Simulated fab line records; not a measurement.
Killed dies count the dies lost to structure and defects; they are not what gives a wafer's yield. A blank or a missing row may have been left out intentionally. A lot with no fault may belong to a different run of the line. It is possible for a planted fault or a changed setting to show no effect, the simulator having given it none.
Matching of chambers    flow sky130    cmp-02 running SKY_VIA1_CMP_02: 4 sister chambers
The step polishes SiO2. 4 wafers are shown with their chamber, then 12 later ones without.

## WAFERS PAIRED WITH THEIR CHAMBERS
wafer   chamber  motorCurrentA (A)
L082.5  0        10.8
L086.2  2        12.0
L086.3  1        10.7
L086.4  3        11.9

## WAFERS MISSING THEIR CHAMBER
wafer   motorCurrentA (A)
L090.4  11.8
L090.5  10.3
L090.6  12.5
L094.3  10.7
L094.4  11.6
L094.6  10.8
L092.3  12.1
L092.4  11.6
L092.5  12.3
L096.2  11.6
L096.4  11.2
L096.5  10.4

## WHICH CHAMBER EACH WENT THROUGH
wafer   from the rows above                in truth
L090.4  can't be placed: 3 or 2            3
L090.5  can't be placed: 1 or 0            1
L090.6  can't be placed: 2 or 3            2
L094.3  can't be placed: 1 or 0            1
L094.4  can't be placed: 3 or 2 or 0       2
L094.6  can't be placed: 0 or 1            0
L092.3  can't be placed: 2 or 3            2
L092.4  can't be placed: 3 or 2 or 0       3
L092.5  can't be placed: 2 or 3            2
L096.2  can't be placed: 3 or 2 or 0       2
L096.4  can't be placed: 0 or 1 or 3 or 2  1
L096.5  can't be placed: 1 or 0            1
Correctly placed: 0 of 12. Not placeable from these rows: 12 (in 12, the candidates include the true chamber). Wrongly placed: 0.
How it was worked out, from the rows above alone: a wafer's distance from a chamber is the root of the sum, over the readings, of the square of ((its reading less the chamber's mean) divided by the reading's scatter). The wafer belongs to the nearest chamber; if the next one is less than 2 further off, it can't be placed. For every chamber, the mean is computed from those of its wafers that are shown. The scatter (one wafer shown for each chamber): square how far every hidden wafer sits from the nearest shown wafer, average those squares and take the square root.
